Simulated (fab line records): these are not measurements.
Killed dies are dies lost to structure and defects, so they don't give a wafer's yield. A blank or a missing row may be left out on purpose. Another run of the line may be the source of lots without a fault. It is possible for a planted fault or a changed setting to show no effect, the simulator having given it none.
Split-lot trial :: flow gf180mcu :: on a route of 602 steps: 5 lots, 23 wafers read

## THE SPLIT ITSELF
At GF_V5_PEB_12 (peb time 90 s), the setting pebTempC was moved away from the recipe's 135 C on 7 of the 23 wafers read, by -2.1% to -0.9%. For the rest of the wafers, this setting stayed at what the recipe calls for.

## FROM THE SPLIT ON TO THE READING: in between, the file shows 1 step
- GF_V5_DEVELOP_13: develop time 60 s

## THE READING
cdNm, in nm, at GF_V5_CD_MEAS_14 (target cd 260 nm). A value of 260.2 nm with a standard deviation of 1.3 nm is what fault-free wafers of this fab line usually give.

wafer: L076.2
tool, chamber at the split: lithoTrack-02, 0
pebTempC as run, C: 135
against the recipe: recipe
cdNm, nm: 258.2
against lot-mates on the recipe: -

wafer: L076.3
tool, chamber at the split: lithoTrack-02, 0
pebTempC as run, C: 135
against the recipe: recipe
cdNm, nm: 258.1
against lot-mates on the recipe: -

wafer: L076.4
tool, chamber at the split: lithoTrack-02, 0
pebTempC as run, C: 135
against the recipe: recipe
cdNm, nm: 258.7
against lot-mates on the recipe: -

wafer: L076.5
tool, chamber at the split: lithoTrack-02, 0
pebTempC as run, C: 135
against the recipe: recipe
cdNm, nm: 259.0
against lot-mates on the recipe: -

wafer: L076.6
tool, chamber at the split: lithoTrack-02, 0
pebTempC as run, C: 135
against the recipe: recipe
cdNm, nm: 258.4
against lot-mates on the recipe: -

wafer: L079.2
tool, chamber at the split: lithoTrack-02, 0
pebTempC as run, C: 135
against the recipe: recipe
cdNm, nm: 260.2
against lot-mates on the recipe: -

wafer: L079.3
tool, chamber at the split: lithoTrack-02, 0
pebTempC as run, C: 135
against the recipe: recipe
cdNm, nm: 260.1
against lot-mates on the recipe: -

wafer: L079.6
tool, chamber at the split: lithoTrack-02, 0
pebTempC as run, C: 135
against the recipe: recipe
cdNm, nm: 261.4
against lot-mates on the recipe: -

wafer: L082.2
tool, chamber at the split: lithoTrack-02, 0
pebTempC as run, C: 133.8
against the recipe: -0.9%
cdNm, nm: 255.7
against lot-mates on the recipe: -3.3

wafer: L082.3
tool, chamber at the split: lithoTrack-02, 0
pebTempC as run, C: 135
against the recipe: recipe
cdNm, nm: 258.9
against lot-mates on the recipe: -

wafer: L082.4
tool, chamber at the split: lithoTrack-02, 0
pebTempC as run, C: 133.8
against the recipe: -0.9%
cdNm, nm: 255.3
against lot-mates on the recipe: -3.7

wafer: L082.5
tool, chamber at the split: lithoTrack-02, 0
pebTempC as run, C: 135
against the recipe: recipe
cdNm, nm: 258.9
against lot-mates on the recipe: -

wafer: L082.6
tool, chamber at the split: lithoTrack-02, 0
pebTempC as run, C: 135
against the recipe: recipe
cdNm, nm: 259.3
against lot-mates on the recipe: -

wafer: L083.1
tool, chamber at the split: lithoTrack-02, 0
pebTempC as run, C: 132.2
against the recipe: -2.1%
cdNm, nm: 250.0
against lot-mates on the recipe: -9.7

wafer: L083.3
tool, chamber at the split: lithoTrack-02, 0
pebTempC as run, C: 132.2
against the recipe: -2.1%
cdNm, nm: 251.1
against lot-mates on the recipe: -8.6

wafer: L083.4
tool, chamber at the split: lithoTrack-02, 0
pebTempC as run, C: 135
against the recipe: recipe
cdNm, nm: 261.1
against lot-mates on the recipe: -

wafer: L083.5
tool, chamber at the split: lithoTrack-02, 0
pebTempC as run, C: 135
against the recipe: recipe
cdNm, nm: 259.7
against lot-mates on the recipe: -

wafer: L083.6
tool, chamber at the split: lithoTrack-02, 0
pebTempC as run, C: 135
against the recipe: recipe
cdNm, nm: 258.3
against lot-mates on the recipe: -

wafer: L084.1
tool, chamber at the split: lithoTrack-01, 0
pebTempC as run, C: 132.5
against the recipe: -1.9%
cdNm, nm: 250.8
against lot-mates on the recipe: -8.8

wafer: L084.3
tool, chamber at the split: lithoTrack-01, 0
pebTempC as run, C: 135
against the recipe: recipe
cdNm, nm: 259.8
against lot-mates on the recipe: -

wafer: L084.4
tool, chamber at the split: lithoTrack-01, 0
pebTempC as run, C: 132.5
against the recipe: -1.9%
cdNm, nm: 251.8
against lot-mates on the recipe: -7.8

wafer: L084.5
tool, chamber at the split: lithoTrack-01, 0
pebTempC as run, C: 135
against the recipe: recipe
cdNm, nm: 259.4
against lot-mates on the recipe: -

wafer: L084.6
tool, chamber at the split: lithoTrack-01, 0
pebTempC as run, C: 132.5
against the recipe: -1.9%
cdNm, nm: 250.6
against lot-mates on the recipe: -9.0

THE FIT
A straight line over all 23 wafers: cdNm changes by +4.36 nm for each +1% of pebTempC; r = +0.97; the points scatter about the line by 0.89 nm.
The same after taking each lot's own level away (the mean of its wafers on the recipe; 23 wafers): +4.49 nm for each +1%; r = +0.99; scatter 0.61 nm.
The reading moves by 9.3 nm for the largest change in pebTempC, on that fit.
The span of the lots' own levels, 258.48 to 260.57 nm, comes to 1.6 times the standard deviation stated above.
The two slopes agree, so the slope changes little with the lot-to-lot level.
Check: for one of the wafers moved furthest among these (-2.1%), held out of the fit, the line's prediction against its lot-mates is -9.18 nm. It came out at -9.7 nm against them.

## ADDITIONAL SPLITS CARRIED BY THESE WAFERS
Note: prior to the reading, these wafers also went through further splits. Each is held against what the fit with the lots' levels taken away leaves over:
other split on the same wafers: GF_M4_METAL_ETCH_16 icpW
wafers away from the commonest value: 9
r with cdNm (lot level and that fit taken away): -0.24

other split on the same wafers: GF_MIM_SPUTTER_01 timeS
wafers away from the commonest value: 10
r with cdNm (lot level and that fit taken away): +0.32

other split on the same wafers: GF_M5_EXPOSE_04 doseMj
wafers away from the commonest value: 5
r with cdNm (lot level and that fit taken away): +0.23

other split on the same wafers: GF_M5_ETCH_09 sourceW
wafers away from the commonest value: 9
r with cdNm (lot level and that fit taken away): +0.29

other split on the same wafers: GF_V5_CMP_04 leaveAboveRefNm
wafers away from the commonest value: 8
r with cdNm (lot level and that fit taken away): -0.31

## THE WHOLE CHAIN: every reading that the file lists as answering this split, in the file's order
step: GF_V5_CD_MEAS_14
what it does: target cd 260 nm
reading: cdNm
change (the file's fit): +4.44 nm for each +1% of the setting
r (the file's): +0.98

step: GF_V5_ETCH_16
what it does: etches BARC in N2/H2
reading: V5.cdNm (the simulator's own value, which no gauge read)
change (the file's fit): +4.55 nm for each +1% of the setting
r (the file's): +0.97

step: GF_V5_ETCH_17
what it does: etches SiO2 in C4F8/O2/Ar, stops on TiN, target depth 855 nm
reading: V5.cdNm (the simulator's own value, which no gauge read)
change (the file's fit): +4.44 nm for each +1% of the setting
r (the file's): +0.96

## THE FILE'S OWN FIT
cdNm changes by +4.44 nm for each +1% of pebTempC, r = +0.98.
